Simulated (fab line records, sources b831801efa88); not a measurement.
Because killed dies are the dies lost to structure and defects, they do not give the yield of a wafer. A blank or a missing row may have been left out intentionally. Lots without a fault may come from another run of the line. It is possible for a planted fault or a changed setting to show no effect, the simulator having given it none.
2 desks looking at one fault | flow sky130 | numbers are kept per desk, each desk with only its own; the story behind them comes last

## THE METROLOGY DESK
Lot by lot, what the gauges showed, no matter which tool ran the lot: averages of those sampled wafers that carry a number. If a lot's mean is further than 4 standard deviations from the usual mean, the lot is out of limits and carries the mark OUT (the distance appears in the brackets).
Columns: A = POLY_GATE_OXIDATION_THK at SKY_POLY_GATE_THK_MEAS_21, usual 4.03 nm; B = SPACER_CVD_00_THK at SKY_SPACER_THK_MEAS_01, usual 42.6 nm
lot  | first seen here | A    | B
L421 | day 16 09:20    | 4.01 | 42.4
L422 | day 16 19:14    | 4.03 | 42.3
L423 | day 17 06:13    | 4.10 | 42.5
L424 | day 17 16:28    | 4.08 | 42.2
L431 | day 20 06:25    | 4.16 | 31.7 (-25) OUT
L440 | day 23 16:13    | 4.15 | 42.7
L441 | day 23 20:21    | 4.07 | 43.1
L443 | day 25 05:07    | 3.88 | 42.0
L444 | day 25 06:40    | 4.00 | 42.3
Finding of this desk: L431 out of limits, first seen on L431 at day 26 17:22 (SPACER_CVD_00_THK at SKY_SPACER_THK_MEAS_01). Within limits: L421, L422, L423, L424, L440, L441, L443, L444.

## TOOL OWNER'S DESK, lpcvd-02
The tool's own readings at SKY_SPACER_CVD_00 (deposits Si3N4 from DCS/NH3, target thk 43.1 nm, time 740 s): means of the sampled wafers that have a number, for each lot that ran on this tool. If a lot's mean is further than 4 standard deviations from the usual mean, the lot is out of limits and carries the mark OUT (the distance appears in the brackets).
Columns: A = spike tc bottom C at SKY_SPACER_CVD_00, usual 791.0 C; B = spike tc centre C at SKY_SPACER_CVD_00, usual 770.1 C; C = spike tc lower C at SKY_SPACER_CVD_00, usual 770.5 C; D = spike tc top C at SKY_SPACER_CVD_00, usual 784.5 C; E = spike tc upper C at SKY_SPACER_CVD_00, usual 770.4 C; F = susceptor temp C at SKY_SPACER_CVD_00, usual 770.0 C; G = zone power centre pct at SKY_SPACER_CVD_00, usual 14.06 %
lot  | first seen here | A                | B               | C               | D               | E               | F               | G
L421 | day 22 18:55    | 788.7            | 771.1           | 771.0           | 785.5           | 769.6           | 769.9           | 14.14
L422 | day 23 02:56    | 793.9            | 770.1           | 771.6           | 785.0           | 770.6           | 770.2           | 14.08
L423 | day 23 13:37    | 788.1            | 770.2           | 769.7           | 783.4           | 769.4           | 769.7           | 14.06
L424 | day 24 01:44    | 788.3            | 769.8           | 769.6           | 783.8           | 771.4           | 770.0           | 14.07
L431 | day 26 15:33    | 773.1 (-7.8) OUT | 754.2 (-14) OUT | 754.7 (-11) OUT | 769.3 (-14) OUT | 755.2 (-15) OUT | 753.6 (-44) OUT | 13.61
L440 | day 29 19:01    | 792.7            | 769.3           | 771.5           | 785.2           | 770.8           | 770.2           | 13.94
L441 | day 29 22:38    | 795.1            | 769.6           | 772.0           | 785.2           | 770.2           | 769.9           | 14.07
L443 | day 31 08:55    | 789.1            | 770.4           | 769.2           | 785.1           | 769.5           | 769.9           | 14.05
L444 | day 31 08:55    | 789.3            | 770.9           | 769.9           | 784.1           | 769.8           | 769.8           | 14.08
This desk's verdict: out of limits on L431, starting with L431 at day 26 15:33 (spike tc bottom C at SKY_SPACER_CVD_00). Within limits: L421, L422, L423, L424, L440, L441, L443, L444.

## PUT TOGETHER
At day 26 15:33, on L431, the tool owner's desk was in a position to raise an alarm.
The metrology desk could have raised an alarm at day 26 17:22, on L431.
All the named lots went through SKY_SPACER_CVD_00 on lpcvd-02.

## WHAT THE SIMULATOR HAD PUT IN
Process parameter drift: lpcvd-02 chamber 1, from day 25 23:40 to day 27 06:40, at SKY_SPACER_CVD_00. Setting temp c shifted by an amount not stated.
Shown lots that were struck: L431.
Fault start to first reading out of limits, in hours, per desk: tool owner, 16; metrology, 18.
